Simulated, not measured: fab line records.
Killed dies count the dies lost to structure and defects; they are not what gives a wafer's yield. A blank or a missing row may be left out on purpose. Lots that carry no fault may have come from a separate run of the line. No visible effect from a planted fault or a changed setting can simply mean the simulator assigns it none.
fab line records | flow gf180mcu
record: lots: 6 | wafers: 18 | last_day: 33
route steps=602 shown MIM@518 M5@526
lots that met no fault: taken from a fault-free run of the same line
start_h: the number of hours between the record's first day and the start of the first shown wafer of the lot | wait_h: how many hours have passed since the lot's step before this one | " unchanged from the row above | L1.1+2: several wafers, shown together as one row | - no value, or no start given | * or withheld: withheld | < > ~ a bound
route shown NAME@n: names a module that has steps shown in the file, with the first one's number in the route | usual: the fault-free wafers' mean and standard deviation | same: alike in all rows | chamber/n: place in a boat | sites: each site's reading | _std_site: their standard deviation | _edge_site: the outer-site mean with the inner-site mean subtracted | radius_mm: how far each site lies from the wafer's centre | mask NAME#n: copy n | behind: the most recent tool/chamber to have shaped the wafer | hold: why the lot went on hold/how many hours it stayed there/how the hold came to an end | device: names the non-switching transistor (n, p or np) | end of line: tests run on the same wafers once the route is complete | where a step has no rows: the recipe by itself | killed: not the wafer's yield, but the dies lost to structure and defects at the first sort | map: a wafer's dies, marking killed ones x, the rest . and places with no die _
set.NAME: setting as actually run; set.NAME@STEP: the setting as run at that earlier step | model.NAME: the simulator's own value behind a step, which no gauge read
lots at some steps of the route; a table a step, a row a wafer
services: the hour from which a tool's chamber was out of use, counted from the record's first day as start_h (under 0 if before that day), plus the number of hours and why
== steps ==
step: GF_MIM_SOFTBAKE_15
recipe: temp_c: 90 | time_s: 60 | resist: NOVOLAK
step: GF_MIM_EXPOSE_16
recipe: mask_id: FuseTop | target_cd_nm: 2000 | na: 0.6 | source_shape: conventional | sigma_outer: 0.6 | dose_mj: 140
step: GF_MIM_PEB_17
recipe: temp_c: withheld | time_s: * | resist: NOVOLAK
step: GF_MIM_DEVELOP_18
recipe: develop_time_s: 60 | dev_temp_c: 23
step: GF_MIM_METAL_ETCH_19
recipe: chemistry: Cl2/BCl3 | mask_material: NOVOLAK | stop_on: Si3N4 | target_depth_nm: 324.5 | pressure_mtorr: 8 | icp_w: 800 | bias_w: 140 | Cl2_flow_sccm: 80 | bcl3_flow_sccm: 40 | time_s: 54.1
usual: bcl3_flow_sccm: 39.98/0.13 | chamber_pressure_mTorr: 8.000/0.0072 | drypump_motor_current_A: 5.8/0.33 | oes_product_au: 0.941/0.0059 | throttle_valve_pct: 28.283/0.0096
lot.wafer | tool         | chamber | start_h | wait_h | bcl3_flow_sccm | chamber_pressure_mTorr | drypump_motor_current_A | oes_product_au | rf_hours_counter_h | throttle_valve_pct
L157.2    | rie_metal-02 | 1       | 580.23  | 0.1    | 40.00          | 8.000                  | 6.2                     | 0.934          | -                  | 28.295
L157.5    | "            | 1       | "       | "      | 39.57          | 8.004                  | 6.2                     | 0.941          | -                  | 28.297
L157.6    | "            | 1       | "       | "      | 39.91          | 7.998                  | 6.2                     | 0.944          | -                  | 28.289
L162.1    | rie_metal-02 | 0       | 627.86  | 0.1    | 40.22          | 7.994                  | 5.8                     | 0.945          | 1                  | 28.273
L162.3    | "            | 1       | "       | "      | 40.01          | 8.010                  | 6.2                     | 0.939          | -                  | 28.277
L162.5    | "            | 1       | "       | "      | 39.94          | 8.002                  | 6.2                     | 0.946          | -                  | 28.263
L163.3    | rie_metal-04 | 1       | 634.54  | 0.1    | 39.81          | 8.004                  | 5.5                     | 0.943          | -                  | 28.286
L163.4    | "            | 0       | "       | "      | 39.73          | 8.022                  | 5.3                     | 0.937          | -                  | 28.288
L163.6    | "            | 1       | "       | "      | 39.87          | 8.000                  | 5.6                     | 0.938          | -                  | 28.283
L172.1    | rie_metal-02 | 0       | 695.12  | 0.1    | 39.89          | 8.000                  | 5.8                     | 0.943          | 3                  | 28.273
L172.2    | "            | 1       | "       | "      | 40.17          | 7.996                  | 6.2                     | 0.942          | 10                 | 28.271
L172.4    | "            | 1       | "       | "      | 40.26          | 8.001                  | 6.2                     | 0.946          | -                  | 28.286
L175.1    | rie_metal-02 | 1       | 729.46  | 0.1    | 39.86          | 7.990                  | 6.1                     | 0.947          | 12                 | 28.268
L175.2    | "            | 0       | "       | "      | 39.84          | 7.993                  | 5.8                     | 0.940          | 4                  | 28.275
L175.6    | "            | 1       | "       | "      | 39.89          | 7.996                  | 6.2                     | 0.933          | -                  | 28.294
L177.2    | rie_metal-04 | 0       | 731.06  | 0.1    | 40.10          | 8.002                  | 5.4                     | 0.942          | 15                 | 28.276
L177.3    | "            | 0       | "       | "      | 39.95          | 8.000                  | 5.4                     | 0.940          | -                  | 28.284
L177.5    | "            | 0       | "       | "      | 40.07          | 7.996                  | 5.4                     | 0.935          | -                  | 28.280
step: GF_MIM_STRIP_20
recipe: chemistry: O2/N2 | power_w: 1400 | pressure_mtorr: 1500 | platen_temp_c: 250 | o2_flow_sccm: 3000 | n2_flow_sccm: 300 | overash_fraction: 0.5
usual: chamber_pressure_mTorr: 1500.0/1.3 | drypump_motor_current_A: 6.05/0.27 | heater_power_w: 338/25 | oes_product_au: 0.693/0.0051 | strip_time_to_endpoint_s: 11.25/0.037
lot.wafer | tool            | chamber | start_h | wait_h | chamber_pressure_mTorr | drypump_motor_current_A | heater_power_w | oes_product_au | rf_hours_counter_h | strip_time_to_endpoint_s
L157.2    | plasma_asher-02 | 1       | 580.35  | 0.1    | 1500.3                 | 5.98                    | 359            | 0.696          | 17                 | 11.30
L157.5    | "               | 1       | "       | "      | 1499.3                 | 5.98                    | 358            | 0.692          | -                  | 11.30
L157.6    | "               | 0       | "       | "      | 1496.5                 | 6.52                    | 380            | 0.696          | -                  | 11.28
L162.1    | plasma_asher-01 | 0       | 627.93  | 0.0    | 1501.3                 | 6.15                    | 353            | 0.692          | 57                 | 11.29
L162.3    | "               | 0       | "       | "      | 1499.6                 | 6.16                    | 357            | 0.694          | -                  | 11.33
L162.5    | "               | 0       | "       | "      | 1501.3                 | 6.18                    | 364            | 0.695          | -                  | 11.30
L163.3    | plasma_asher-04 | 1       | 634.62  | 0.1    | 1501.0                 | 6.07                    | 328            | 0.690          | -                  | 11.26
L163.4    | "               | 0       | "       | "      | 1499.7                 | 6.11                    | 313            | 0.693          | -                  | 11.30
L163.6    | "               | 0       | "       | "      | 1503.0                 | 6.14                    | 315            | 0.693          | -                  | 11.32
L172.1    | plasma_asher-01 | 1       | 695.19  | 0.0    | 1501.0                 | 5.49                    | 328            | 0.690          | 64                 | 11.22
L172.2    | "               | 0       | "       | "      | 1498.7                 | 6.17                    | 367            | 0.694          | 64                 | 11.22
L172.4    | "               | 0       | "       | "      | 1501.8                 | 6.18                    | 366            | 0.691          | -                  | 11.23
L175.1    | plasma_asher-01 | 1       | 729.53  | 0.0    | 1500.1                 | 5.51                    | 337            | 0.691          | 68                 | 11.23
L175.2    | "               | 0       | "       | "      | 1500.3                 | 6.14                    | 361            | 0.696          | 68                 | 11.27
L175.6    | "               | 1       | "       | "      | 1499.6                 | 5.48                    | 328            | 0.693          | -                  | 11.20
L177.2    | plasma_asher-04 | 0       | 731.13  | 0.0    | 1498.0                 | 6.10                    | 316            | 0.690          | 93                 | 11.20
L177.3    | "               | 0       | "       | "      | 1499.3                 | 6.07                    | 309            | 0.693          | -                  | 11.21
L177.5    | "               | 1       | "       | "      | 1501.5                 | 6.05                    | 327            | 0.679          | -                  | 11.24
step: GF_MIM_STRIP_21
recipe: chemistry: post_etch_residue_remover | time_s: 1200 | temp_c: 72.5
step: GF_MIM_CLEAN_22
recipe: chemistry: DIW | dry: n2_spin
step: GF_M5_DEHYDRATE_00
recipe: temp_c: 200 | time_s: 60
step: GF_M5_HMDS_01
recipe: prime_time_s: 60 | prime_temp_c: 120
step: GF_M5_COAT_02
recipe: resist: KrF | spin_rpm: withheld | resist_thk_nm: 1000
step: GF_M5_SOFTBAKE_03
recipe: temp_c: 130 | time_s: 60 | resist: KrF
step: GF_M5_EXPOSE_04
recipe: mask_id: Metal5 | target_cd_nm: 280 | na: 0.68 | source_shape: conventional | sigma_outer: 0.6 | dose_mj: 28
same: sigma_outer: 0.6
lot.wafer  | tool           | chamber | start_h | wait_h | mask
L157.2+5+6 | krf_scanner-01 | 0       | 590.40  | -      | Metal5#0
L162.1+3+5 | krf_scanner-01 | 0       | 637.55  | -      | Metal5#0
L163.3+4+6 | krf_scanner-01 | 0       | 645.91  | -      | Metal5#0
L172.1+2+4 | krf_scanner-02 | 0       | 704.67  | -      | Metal5#0
L175.1+2+6 | krf_scanner-01 | 0       | 737.93  | -      | Metal5#0
L177.2+3+5 | krf_scanner-02 | 0       | 739.75  | -      | Metal5#0
step: GF_M5_PEB_05
recipe: peb_temp_c: 134.5 | peb_time_s: 90 | resist: KrF
step: GF_M5_DEVELOP_06
recipe: develop_time_s: 60 | dev_temp_c: 21
step: GF_M5_CD_MEAS_07
recipe: target_cd_nm: 280
usual: cd_nm: 279.6/1.2
lot.wafer | tool      | chamber | start_h | wait_h | cd_nm
L157.2    | cd_sem-02 | -       | 601.12  | 0.1    | 278.1
L157.5    | "         | -       | "       | "      | 279.0
L157.6    | "         | -       | "       | "      | 277.5
L162.1    | cd_sem-02 | -       | 647.75  | 0.1    | 235.3
L162.3    | "         | -       | "       | "      | 237.1
L162.5    | "         | -       | "       | "      | 238.3
L163.3    | cd_sem-02 | -       | 654.80  | 0.1    | 255.3
L163.4    | "         | -       | "       | "      | 216.3
L163.6    | "         | -       | "       | "      | 195.1
L172.1    | cd_sem-02 | -       | 713.75  | 0.1    | 281.2
L172.2    | "         | -       | "       | "      | 279.6
L172.4    | "         | -       | "       | "      | 279.7
L175.1    | cd_sem-01 | -       | 746.40  | 0.1    | 278.3
L175.2    | "         | -       | "       | "      | 279.0
L175.6    | "         | -       | "       | "      | 278.2
L177.2    | cd_sem-01 | -       | 748.62  | 0.1    | 280.4
L177.3    | "         | -       | "       | "      | 280.6
L177.5    | "         | -       | "       | "      | 280.8
step: GF_M5_OVL_MEAS_08
usual: M5_OVL: 1/5.9
lot.wafer | tool       | chamber | start_h | wait_h | M5_OVL[nm]
L157.2    | overlay-02 | -       | 601.23  | 0.1    | 3
L157.5    | "          | -       | "       | "      | -10
L157.6    | "          | -       | "       | "      | 3
L162.1    | overlay-02 | -       | 647.87  | 0.1    | 2
L162.3    | "          | -       | "       | "      | -1
L162.5    | "          | -       | "       | "      | 3
L163.3    | overlay-01 | -       | 654.89  | 0.1    | -8
L163.4    | "          | -       | "       | "      | -14
L163.6    | "          | -       | "       | "      | -13
L172.1    | overlay-01 | -       | 713.87  | 0.1    | 8
L172.2    | "          | -       | "       | "      | 6
L172.4    | "          | -       | "       | "      | 7
L175.1    | overlay-02 | -       | 746.52  | 0.1    | 6
L175.2    | "          | -       | "       | "      | 3
L175.6    | "          | -       | "       | "      | 4
L177.2    | overlay-01 | -       | 748.73  | 0.1    | 13
L177.3    | "          | -       | "       | "      | 8
L177.5    | "          | -       | "       | "      | 3
step: GF_M5_ETCH_09
recipe: chemistry: CF4/O2 | target: Si3N4 | target_depth_nm: 52 | source_w: 800 | bias_w: 150 | pressure_mtorr: 150 | cf4_flow_sccm: 80 | O2_flow_sccm: 10 | time_s: 11.6
usual: O2_flow_sccm: 10.002/0.028 | cf4_flow_sccm: 79.99/0.27 | chamber_pressure_mTorr: 149.99/0.13 | drypump_motor_current_A: 5.8/0.37 | oes_product_au: 0.999/0.0082 | throttle_valve_pct: 5.970/0.0093
lot.wafer | tool        | chamber | start_h | wait_h | O2_flow_sccm | cf4_flow_sccm | chamber_pressure_mTorr | drypump_motor_current_A | oes_product_au | rf_hours_counter_h | throttle_valve_pct | model.M5.cd_nm
L157.2    | rie_diel-02 | 3       | 601.26  | 0.0    | 10.040       | 80.60         | 149.71                 | 5.9                     | 0.986          | 50                 | 5.972              | 277.9
L157.5    | "           | 3       | "       | "      | 10.035       | 80.36         | 149.98                 | 5.9                     | 0.980          | -                  | 5.964              | 278.6
L157.6    | "           | 0       | "       | "      | 9.963        | 79.42         | 150.11                 | 5.2                     | 0.990          | -                  | 5.989              | 277.4
L162.1    | rie_diel-02 | 2       | 647.91  | 0.0    | 9.973        | 80.07         | 149.88                 | 5.8                     | 0.994          | 44                 | 5.978              | 235.6
L162.3    | "           | 1       | "       | "      | 10.045       | 80.11         | 150.05                 | 6.3                     | 0.995          | 3                  | 5.972              | 237
L162.5    | "           | 0       | "       | "      | 10.040       | 80.24         | 150.01                 | 5.2                     | 0.989          | -                  | 5.959              | 237.9
L163.3    | rie_diel-03 | 3       | 654.91  | 0.0    | 10.001       | 80.00         | 150.24                 | 5.3                     | 0.990          | 6                  | 5.978              | 255.3
L163.4    | "           | 2       | "       | "      | 9.978        | 80.19         | 150.18                 | 6.2                     | 1.008          | 36                 | 5.984              | 216.4
L163.6    | "           | 3       | "       | "      | 9.975        | 80.42         | 149.90                 | 5.3                     | 0.992          | -                  | 5.982              | 195.2
L172.1    | rie_diel-03 | 0       | 713.91  | 0.0    | 10.000       | 79.45         | 150.05                 | 5.8                     | 0.988          | 28                 | 5.956              | 280.8
L172.2    | "           | 3       | "       | "      | 10.017       | 79.80         | 150.00                 | 5.3                     | 0.982          | 8                  | 5.975              | 279.8
L172.4    | "           | 1       | "       | "      | 10.001       | 80.08         | 150.15                 | 6.3                     | 0.999          | 5                  | 5.965              | 279.8
L175.1    | rie_diel-01 | 1       | 746.56  | 0.0    | 10.006       | 79.47         | 150.24                 | 5.7                     | 1.007          | 5                  | 5.970              | 278.5
L175.2    | "           | 3       | "       | "      | 10.024       | 79.89         | 149.89                 | 5.7                     | 1.000          | 15                 | 5.971              | 279.1
L175.6    | "           | 2       | "       | "      | 9.976        | 80.70         | 149.88                 | 5.6                     | 1.003          | -                  | 5.976              | 278.1
L177.2    | rie_diel-02 | 2       | 748.76  | 0.0    | 9.985        | 80.28         | 150.06                 | 5.8                     | 1.001          | 49                 | 5.981              | 280
L177.3    | "           | 1       | "       | "      | 9.987        | 80.04         | 150.11                 | 6.3                     | 0.988          | 8                  | 5.974              | 280.3
L177.5    | "           | 2       | "       | "      | 10.007       | 79.95         | 150.30                 | 5.8                     | 0.995          | -                  | 5.973              | 280.4
step: GF_M5_METAL_ETCH_10
recipe: chemistry: Cl2/BCl3 | mask_material: KrF | target_depth_nm: 627.5 | stop_on: SiO2 | pressure_mtorr: 8 | icp_w: 800 | bias_w: 140 | Cl2_flow_sccm: 80 | bcl3_flow_sccm: 40 | time_s: 104.6
usual: bcl3_flow_sccm: 40.00/0.11 | chamber_pressure_mTorr: 8.002/0.0073 | drypump_motor_current_A: 5.9/0.3 | oes_product_au: 0.972/0.0067 | throttle_valve_pct: 28.249/0.011
lot.wafer | tool         | chamber | start_h | wait_h | bcl3_flow_sccm | chamber_pressure_mTorr | drypump_motor_current_A | oes_product_au | rf_hours_counter_h | throttle_valve_pct | model.M5.cd_nm
L157.2    | rie_metal-02 | 0       | 601.28  | 0.0    | 40.01          | 8.002                  | 5.8                     | 0.982          | 0                  | 28.236             | 279.2
L157.5    | "            | 0       | "       | "      | 40.11          | 8.000                  | 5.8                     | 0.983          | -                  | 28.245             | 278.4
L157.6    | "            | 1       | "       | "      | 39.96          | 8.003                  | 6.2                     | 0.972          | -                  | 28.249             | 279.7
L162.1    | rie_metal-02 | 1       | 647.93  | 0.0    | 39.94          | 7.998                  | 6.2                     | 0.973          | 9                  | 28.239             | 235
L162.3    | "            | 0       | "       | "      | 39.84          | 7.992                  | 5.8                     | 0.981          | -                  | 28.237             | 237.6
L162.5    | "            | 0       | "       | "      | 40.12          | 7.997                  | 5.8                     | 0.980          | -                  | 28.218             | 235.7
L163.3    | rie_metal-01 | 1       | 654.97  | 0.0    | 40.03          | 8.002                  | 6.0                     | 0.978          | -                  | 28.246             | 255.9
L163.4    | "            | 0       | "       | "      | 40.06          | 8.005                  | 5.3                     | 0.980          | -                  | 28.242             | 217
L163.6    | "            | 0       | "       | "      | 39.91          | 8.008                  | 5.3                     | 0.975          | -                  | 28.257             | 192.3
L172.1    | rie_metal-02 | 1       | 713.93  | 0.0    | 40.02          | 8.005                  | 6.2                     | 0.976          | 11                 | 28.264             | 281.6
L172.2    | "            | 0       | "       | "      | 40.01          | 8.006                  | 5.8                     | 0.963          | 4                  | 28.248             | 278.3
L172.4    | "            | 1       | "       | "      | 40.01          | 8.010                  | 6.2                     | 0.966          | -                  | 28.244             | 281.2
L175.1    | rie_metal-03 | 0       | 746.58  | 0.0    | 39.82          | 8.006                  | 6.1                     | 0.962          | 6                  | 28.276             | 281.1
L175.2    | "            | 1       | "       | "      | 39.92          | 8.004                  | 5.7                     | 0.962          | 3                  | 28.262             | 277.7
L175.6    | "            | 0       | "       | "      | 40.00          | 8.001                  | 6.1                     | 0.974          | -                  | 28.267             | 276.8
L177.2    | rie_metal-01 | 0       | 748.78  | 0.0    | 40.00          | 8.009                  | 5.3                     | 0.977          | 15                 | 28.247             | 282.9
L177.3    | "            | 1       | "       | "      | 40.07          | 8.019                  | 6.0                     | 0.972          | -                  | 28.254             | 281.7
L177.5    | "            | 1       | "       | "      | 40.05          | 7.996                  | 6.0                     | 0.966          | -                  | 28.255             | 280.6
step: GF_M5_STRIP_11
recipe: chemistry: O2/N2 | power_w: 1400 | pressure_mtorr: 1500 | platen_temp_c: 250 | o2_flow_sccm: 3000 | n2_flow_sccm: 300 | overash_fraction: 0.5
usual: chamber_pressure_mTorr: 1500.0/1.3 | drypump_motor_current_A: 6.0/0.43 | heater_power_w: 345/28 | oes_product_au: 0.544/0.0047 | strip_time_to_endpoint_s: 7.53/0.032
lot.wafer | tool            | chamber | start_h | wait_h | chamber_pressure_mTorr | drypump_motor_current_A | heater_power_w | oes_product_au | rf_hours_counter_h | strip_time_to_endpoint_s
L157.2    | plasma_asher-03 | 1       | 601.40  | 0.1    | 1500.7                 | 4.9                     | 325            | 0.550          | 90                 | 7.49
L157.5    | "               | 0       | "       | "      | 1498.7                 | 5.5                     | 333            | 0.542          | -                  | 7.51
L157.6    | "               | 1       | "       | "      | 1499.6                 | 4.9                     | 319            | 0.550          | -                  | 7.54
L162.1    | plasma_asher-04 | 0       | 648.05  | 0.1    | 1501.3                 | 6.1                     | 315            | 0.542          | 85                 | 7.51
L162.3    | "               | 0       | "       | "      | 1499.1                 | 6.1                     | 307            | 0.540          | -                  | 7.50
L162.5    | "               | 0       | "       | "      | 1497.3                 | 6.1                     | 312            | 0.544          | -                  | 7.50
L163.3    | plasma_asher-04 | 1       | 655.08  | 0.1    | 1502.8                 | 6.1                     | 329            | 0.544          | -                  | 7.52
L163.4    | "               | 0       | "       | "      | 1497.1                 | 6.1                     | 305            | 0.547          | -                  | 7.50
L163.6    | "               | 0       | "       | "      | 1500.9                 | 6.1                     | 317            | 0.543          | -                  | 7.54
L172.1    | plasma_asher-02 | 1       | 714.05  | 0.1    | 1500.1                 | 6.0                     | 348            | 0.540          | 32                 | 7.60
L172.2    | "               | 0       | "       | "      | 1497.1                 | 6.5                     | 380            | 0.548          | 32                 | 7.58
L172.4    | "               | 0       | "       | "      | 1500.6                 | 6.5                     | 393            | 0.549          | -                  | 7.58
L175.1    | plasma_asher-02 | 1       | 746.69  | 0.1    | 1501.4                 | 6.0                     | 356            | 0.542          | 35                 | 7.55
L175.2    | "               | 0       | "       | "      | 1501.0                 | 6.5                     | 382            | 0.544          | 35                 | 7.55
L175.6    | "               | 1       | "       | "      | 1500.7                 | 6.0                     | 351            | 0.548          | -                  | 7.50
L177.2    | plasma_asher-03 | 0       | 748.90  | 0.1    | 1499.2                 | 5.4                     | 344            | 0.544          | 0                  | 7.50
L177.3    | "               | 0       | "       | "      | 1500.4                 | 5.5                     | 336            | 0.547          | -                  | 7.48
L177.5    | "               | 0       | "       | "      | 1500.1                 | 5.4                     | 330            | 0.552          | -                  | 7.49
== services ==
tool            | chamber | start_h | hours | kind
krf_scanner-01  | -       | 560.04  | 0.7   | repair
krf_scanner-01  | -       | 578.58  | 2.3   | repair
krf_scanner-01  | -       | 591.75  | 1.3   | repair
krf_scanner-01  | -       | 593.04  | 1.0   | pm
krf_scanner-01  | -       | 596.91  | 3.6   | pm
plasma_asher-03 | -       | 597.67  | 3.7   | repair
rie_diel-03     | 3       | 599.30  | 4.8   | repair
rie_diel-02     | 2       | 600.72  | 16.9  | repair
krf_scanner-02  | -       | 604.45  | 1.3   | pm
krf_scanner-01  | -       | 614.11  | 0.3   | repair
krf_scanner-02  | -       | 619.65  | 1.0   | pm
plasma_asher-01 | -       | 632.55  | 4.6   | repair
krf_scanner-02  | -       | 640.91  | 3.6   | pm
plasma_asher-04 | -       | 660.60  | 0.6   | repair
plasma_asher-01 | -       | 661.99  | 0.7   | repair
krf_scanner-01  | -       | 663.66  | 9.0   | repair
krf_scanner-02  | -       | 672.67  | 0.8   | pm
krf_scanner-02  | -       | 677.65  | 0.7   | repair
rie_diel-03     | 3       | 679.75  | 1.6   | repair
krf_scanner-01  | -       | 693.88  | 1.3   | pm
rie_diel-02     | 0       | 710.07  | 2.0   | repair
krf_scanner-01  | -       | 717.78  | 0.8   | pm
plasma_asher-02 | -       | 734.28  | 2.6   | repair
krf_scanner-01  | -       | 740.33  | 0.6   | repair
== key ==
first_sign: step: GF_M5_CD_MEAS_07 | reading: cd_nm | direction: down | sigmas: 42 | usual: 279.6 | struck: 229.6
effect none on later readings
model_effect: step: GF_M5_ETCH_09 | value: M5.cd_nm | without: 280.1 | struck: 229.6
model_effect: step: GF_M5_METAL_ETCH_10 | value: M5.cd_nm | without: 279.4 | struck: 228.9
met_at GF_M5_EXPOSE_04
struck_wafers L162.1,L162.3,L162.5,L163.3,L163.4,L163.6
later_rows_left_out L163.4,L163.6
sort_left_out L162.1,L162.3,L162.5,L163.3,L163.4,L163.6
onset_between 590.40 637.55
fault: kind: process_parameter_drift | tool: krf_scanner-01 | chamber: - | onset_h: 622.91 | steps: GF_M5_EXPOSE_04 | channel: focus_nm | offset: 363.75 | spread_by_wafer: 0.3 | shape: step | end_h: 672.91
sort_left_out: the simulated sort isn't trusted on such a fault, so these wafers' sort isn't shown, and their yield isn't known
later_rows_left_out: the simulator's readings of these wafers behind a module that went badly wrong aren't trusted and aren't shown, but for the sort
